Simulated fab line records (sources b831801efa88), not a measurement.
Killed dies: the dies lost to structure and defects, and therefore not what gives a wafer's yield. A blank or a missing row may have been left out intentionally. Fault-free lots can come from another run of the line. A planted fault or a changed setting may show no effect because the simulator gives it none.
Problem report, 8D (eight disciplines) form, completed by code -- flow sky130 -- the parts of the form that need people (team, actions taken, sign-off) are left out

1. THE PROBLEM
At SKY_VT_ADJUST_HVTP_CD_MEAS_07, cd-nm averages 352.9 nm over 4 wafers from 2 lots, while fault-free wafers read 378.7 nm, standard deviation 2.3. Measured from the usual mean, that is -11 standard deviations.
The step: target cd 380 nm.
First seen on wafer L200.1, day 8 19:28, on cd-sem-02. Wafers with a number at this step in the record: 33, from 11 lots. Rule for "out", or "out of limits": more than 4 standard deviations from the usual mean. The other wafers with a number count as sound.

2. WHAT THIS IS AND IS NOT
question,is,is not
which readings at this step,cd-nm,-
which lots,"L200, L201","L190, L191, L192, L196, L204, L205, L211, L212, L213"
which wafers of those lots,"L200.1, L200.5, L201.1, L201.5","L200.6, L201.6"
read on which gauges,cd-sem-02,cd-sem-01
when,from day 8 19:28,"up to then (13 sound wafers); but 16 sound wafers of L201, L204, L205, L211, L212, L213 came after"

3. SUSPECTS, AND WHAT RULES EACH OUT
Counting: any tool at a process step up to the reading remains a suspect provided it ran every lot that is out. Sound lots after the first of them don't rule it out here, since some wafers of a struck lot are sound.
- the gauge at SKY_VT_ADJUST_HVTP_CD_MEAS_07: kept. All the wafers that are out were read on cd-sem-02, and no step on other tools shows them out.
- iline-stepper-02 at SKY_VT_ADJUST_HVTP_EXPOSE_04 (exposes mask HVTPM, target cd 380 nm): kept. Ran every lot that is out, first one L200 (day 8 09:34); last sound lot up to then L191 (day 5 22:32).
The count leaves cd-sem-02 at SKY_VT_ADJUST_HVTP_CD_MEAS_07 and iline-stepper-02 at SKY_VT_ADJUST_HVTP_EXPOSE_04.

4. THE CAUSE (what the simulator had put in)
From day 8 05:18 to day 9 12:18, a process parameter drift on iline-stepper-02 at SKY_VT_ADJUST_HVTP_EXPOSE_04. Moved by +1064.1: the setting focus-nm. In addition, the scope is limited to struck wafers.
After counting, 2 suspects remain, this tool included.

5. THE EFFECT CHAIN, in route order
Rows list readings where the struck wafers' mean (over those with a number) sits beyond 3 standard deviations from the usual. Readings are gone through only where the record gives a usual standard deviation; hours: the median, over the lots, of the time from a lot's start at the first step in this table giving one to that lot's start at this step; sigmas: the change measured in usual standard deviations.
hours,step,reading,usual,on struck wafers,change,sigmas
0,SKY_VT_ADJUST_HVTP_CD_MEAS_07,cd-nm,378.7 nm,352.9,-25.8,-11
Later measuring or inspecting steps at which every struck wafer that the step has a row for has a number for every such reading, and none has moved that far: SKY_VT_ADJUST_NCORE_CD_MEAS_07, SKY_VT_ADJUST_HVTR_OVL_MEAS_08, SKY_VT_ADJUST_HVTR_TW_MEAS_11.

6. HOW IT WOULD HAVE BEEN CAUGHT EARLIER
14 hours passed between the start of the fault at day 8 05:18 and the first reading out of limits at a measuring or inspecting step in this record, taken at day 8 19:28.
Lots out: 2; all had begun SKY_VT_ADJUST_HVTP_EXPOSE_04 on iline-stepper-02 by day 8 19:28. A hold on the tool at that time would have spared none of them.
